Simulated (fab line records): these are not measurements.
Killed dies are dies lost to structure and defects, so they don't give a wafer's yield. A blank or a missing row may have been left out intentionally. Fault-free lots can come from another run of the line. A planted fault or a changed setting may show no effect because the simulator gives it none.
The tool behind it: which one? | flow sky130 | 15 lots with 45 wafers sampled at 3 steps, on a route of 708 steps

WHAT EACH GAUGE READ, for each wafer
SKY_FIELD_ISO_THK_MEAS_25.
lot  | measured    | on            | FIELD_ISO_CVD_24_THK (nm)
L704 | day 3 05:52 | film-metro-03 | 593 589 591
L705 | day 3 05:50 | film-metro-01 | 604 598 595
L707 | day 3 10:41 | film-metro-02 | 587 589 583
L709 | day 3 21:58 | film-metro-02 | 605 606 594
L711 | day 4 07:55 | film-metro-03 | 606 598 602
L712 | day 4 08:01 | film-metro-01 | 595 593 599
L713 | day 4 15:31 | film-metro-02 | 583 588 591
L714 | day 4 22:26 | film-metro-01 | 598 597 597
L715 | day 5 05:25 | film-metro-03 | 591 595 590
L716 | day 5 08:16 | film-metro-03 | 595 595 602
L717 | day 5 13:40 | film-metro-01 | 599 605 600
L719 | day 6 05:37 | film-metro-01 | 603 604 610
L721 | day 6 12:56 | film-metro-01 | 604 608 600
L722 | day 6 17:07 | film-metro-03 | 602 599 590
L724 | day 7 11:11 | film-metro-03 | 588 587 592

WHICH TOOL RAN EACH LOT (tool, then ch and the chambers of the sampled wafers, then the start)
lot  | SKY_FIELD_ISO_PEB_11             | SKY_FIELD_ISO_ETCH_17
L704 | litho-track-02 ch 0, day 3 02:00 | rie-si-02 ch 0,1, day 3 03:02
L705 | litho-track-04 ch 0, day 3 02:00 | rie-si-01 ch 2,3, day 3 03:29
L707 | litho-track-02 ch 0, day 3 06:00 | rie-si-02 ch 0,1, day 3 07:26
L709 | litho-track-04 ch 0, day 3 18:00 | rie-si-01 ch 1,2,3, day 3 18:56
L711 | litho-track-01 ch 0, day 4 02:00 | rie-si-02 ch 0,1,3, day 4 02:53
L712 | litho-track-02 ch 0, day 4 04:00 | rie-si-01 ch 0,1,2, day 4 05:05
L713 | litho-track-04 ch 0, day 4 13:00 | rie-si-02 ch 1,2,3, day 4 13:47
L714 | litho-track-04 ch 0, day 4 18:00 | rie-si-01 ch 0,2,3, day 4 19:14
L715 | litho-track-02, day 5 02:00      | rie-si-02 ch 1,2,3, day 5 03:23
L716 | litho-track-02, day 5 05:00      | rie-si-01 ch 0,1, day 5 06:35
L717 | litho-track-04, day 5 10:00      | rie-si-01 ch 0,2, day 5 10:44
L719 | litho-track-04 ch 0, day 5 23:00 | rie-si-02 ch 0,1,2, day 5 23:59
L721 | litho-track-04 ch 0, day 6 10:00 | rie-si-02 ch 0,2,3, day 6 10:47
L722 | litho-track-02 ch 0, day 6 12:00 | rie-si-01 ch 0,1,3, day 6 13:20
L724 | litho-track-01 ch 0, day 7 01:00 | rie-si-01 ch 1,2,3, day 7 02:08
- SKY_FIELD_ISO_PEB_11
- SKY_FIELD_ISO_ETCH_17: etches Si in HBr/Cl2/O2, target depth 342 nm, time 97.7 s.

AS READ BY THE TOOLS THEMSELVES (means over the sampled wafers that have a number; for cases with no such wafer, the mark the record gives instead)
SKY_FIELD_ISO_PEB_11.
lot  | tool           | exhaust-pa (Pa)
L704 | litho-track-02 | 44.7
L705 | litho-track-04 | 44.9
L707 | litho-track-02 | 44.0
L709 | litho-track-04 | 46.0
L711 | litho-track-01 | 44.9
L712 | litho-track-02 | 45.3
L713 | litho-track-04 | 44.6
L714 | litho-track-04 | 45.7
L715 | litho-track-02 | -
L716 | litho-track-02 | -
L717 | litho-track-04 | -
L719 | litho-track-04 | 46.2
L721 | litho-track-04 | 45.4
L722 | litho-track-02 | 45.9
L724 | litho-track-01 | 44.5

SKY_FIELD_ISO_ETCH_17.
lot  | tool      | drypump-motor-current-A (A) | oes-product-au (a.u.) | throttle-valve-pct (%)
L704 | rie-si-02 | 5.9                         | 0.990                 | 25.672
L705 | rie-si-01 | 6.0                         | 1.011                 | 25.649
L707 | rie-si-02 | 5.6                         | 1.001                 | 25.658
L709 | rie-si-01 | 5.6                         | 1.003                 | 25.645
L711 | rie-si-02 | 5.7                         | 0.994                 | 25.657
L712 | rie-si-01 | 5.4                         | 1.007                 | 25.647
L713 | rie-si-02 | 5.7                         | 1.008                 | 25.657
L714 | rie-si-01 | 5.8                         | 1.000                 | 25.664
L715 | rie-si-02 | 5.7                         | 1.004                 | 25.653
L716 | rie-si-01 | 5.3                         | 1.003                 | 25.653
L717 | rie-si-01 | 5.5                         | 1.005                 | 25.648
L719 | rie-si-02 | 5.9                         | 1.001                 | 25.645
L721 | rie-si-02 | 6.0                         | 1.007                 | 25.646
L722 | rie-si-01 | 5.5                         | 1.004                 | 25.645
L724 | rie-si-01 | 5.6                         | 1.009                 | 25.655

THE ANSWER, worked out from the rows above alone
Rule: what is usual is taken from the lots themselves. The widest of any qualifying gaps counts: lots, ordered by their means at a reading, are off when they make up no more than a third of the lots, leave a main group of 4 or more, and stand apart from it by 3 or more times the standard deviation of that group's means. A main group is skipped when, at the precision printed for the reading in the tables above, its means are all equal. A lot without any number at a reading at which 4 lots or more have one is off too. Where the step has rows for the other lots, those lots are counted as sound. First the gauges in route order, then the tools' own readings, where a lot's mean is used as printed above. At the first step where some lot is off, the reading lying furthest off is the one used; lots without a number count as furthest.
Off at SKY_FIELD_ISO_PEB_11 (exhaust-pa): L715, L716, L717. Without a number there: L715, L716, L717. For the main group the mean is 45.2 Pa and the standard deviation 0.65.
If a tool, at that step or one of the process steps before it, ran each lot that is off and ran no sound lot following the first of them, it fits. No candidate that was tried fits.

WHAT HAD BEEN PUT IN BY THE SIMULATOR
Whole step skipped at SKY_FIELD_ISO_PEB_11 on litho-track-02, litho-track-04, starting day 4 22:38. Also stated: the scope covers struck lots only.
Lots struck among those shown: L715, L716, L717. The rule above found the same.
